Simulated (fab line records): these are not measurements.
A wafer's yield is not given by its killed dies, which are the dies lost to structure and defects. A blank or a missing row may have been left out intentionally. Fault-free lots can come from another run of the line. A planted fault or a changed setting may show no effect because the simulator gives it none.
The same fault as seen by 2 desks | flow sky130 | only its own numbers are on each desk; what lay behind them is given at the end

== METROLOGY DESK ==
Lot by lot, what the gauges showed, no matter which tool ran the lot: averages of those sampled wafers that carry a number. If a lot's mean is further than 4 standard deviations from the usual mean, the lot is out of limits and carries the mark OUT (the distance appears in the brackets).
Columns: A = cd_nm at SKY_METAL2_CD_MEAS_15, usual 139.2 nm; B = VIA2_OVL at SKY_VIA2_OVL_MEAS_13, usual 1 nm; C = VIA2_W_RS at SKY_VIA2_RS_MEAS_22, usual 0.271 ohm/sq
lot  | first seen here | A     | B  | C
L816 | day 35 14:42    | 138.7 | 1  | 0.272
L818 | day 36 09:54    | 137.4 | -3 | 0.273
L820 | day 36 22:25    | 141.5 | 6  | 0.267
L821 | day 37 10:00    | 139.2 | 6  | 0.268
L822 | day 37 17:48    | 139.0 | 3  | 0.269
L824 | day 37 23:45    | 139.7 | -0 | 0.269
L825 | day 38 19:02    | 138.6 | -1 | 0.269
L827 | day 39 03:51    | 138.0 | -7 | 0.269
L828 | day 39 15:04    | 139.9 | -3 | 0.278
L829 | day 39 19:41    | 137.7 | -4 | 0.285
L831 | day 40 08:57    | 139.5 | 11 | 0.275
L832 | day 40 15:01    | 140.2 | -6 | 0.283
This desk found nothing out of limits on any of the 12 lots.

== DESK OF THE TOOL OWNER: cvd_w-02 ==
The tool's own readings at SKY_VIA2_CVD_21 (deposits W, target thk 420 nm, time 126.4 s): means of the sampled wafers that have a number, for each lot that ran on this tool. If a lot's mean is further than 4 standard deviations from the usual mean, the lot is out of limits and carries the mark OUT (the distance appears in the brackets).
Columns: A = chamber_pressure_Torr at SKY_VIA2_CVD_21, usual 40.01 Torr; B = heater_power_outer_w at SKY_VIA2_CVD_21, usual 490 W; C = heater_power_w at SKY_VIA2_CVD_21, usual 789 W
lot  | first seen here | A               | B   | C
L816 | day 36 19:50    | 39.97           | 474 | 769
L818 | day 37 15:32    | 39.98           | 494 | 782
L820 | day 38 02:47    | 40.05           | 477 | 785
L821 | day 38 14:50    | 39.98           | 498 | 789
L822 | day 38 22:14    | 40.05           | 476 | 778
L824 | day 39 03:58    | 40.01           | 485 | 775
L825 | day 39 22:19    | 39.95           | 475 | 785
L827 | day 40 07:41    | 39.97           | 498 | 773
L829 | day 40 23:08    | 35.68 (-48) OUT | 498 | 780
L832 | day 41 18:10    | 35.77 (-47) OUT | 472 | 782
This desk finds L829, L832 out of limits, L829 being first, at day 40 23:08 (chamber_pressure_Torr at SKY_VIA2_CVD_21). L816, L818, L820, L821, L822, L824, L825, L827: within limits.

== ALL TOGETHER ==
At day 40 23:08, on L829, L832, the tool owner's desk was in a position to raise an alarm.
The metrology desk saw nothing out of limits.
The metrology desk holds a record of L829, L832, inside its limits.
On cvd_w-02, each named lot ran SKY_VIA2_CVD_21.

== WHAT WAS PUT IN BY THE SIMULATOR ==
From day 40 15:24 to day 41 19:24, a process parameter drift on cvd_w-02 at SKY_VIA2_CVD_21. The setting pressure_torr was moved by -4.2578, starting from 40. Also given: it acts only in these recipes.
Shown lots that were struck: L829, L832.
How many hours passed from the start of the fault until each desk's first out-of-limits reading: the tool owner's desk, 8.
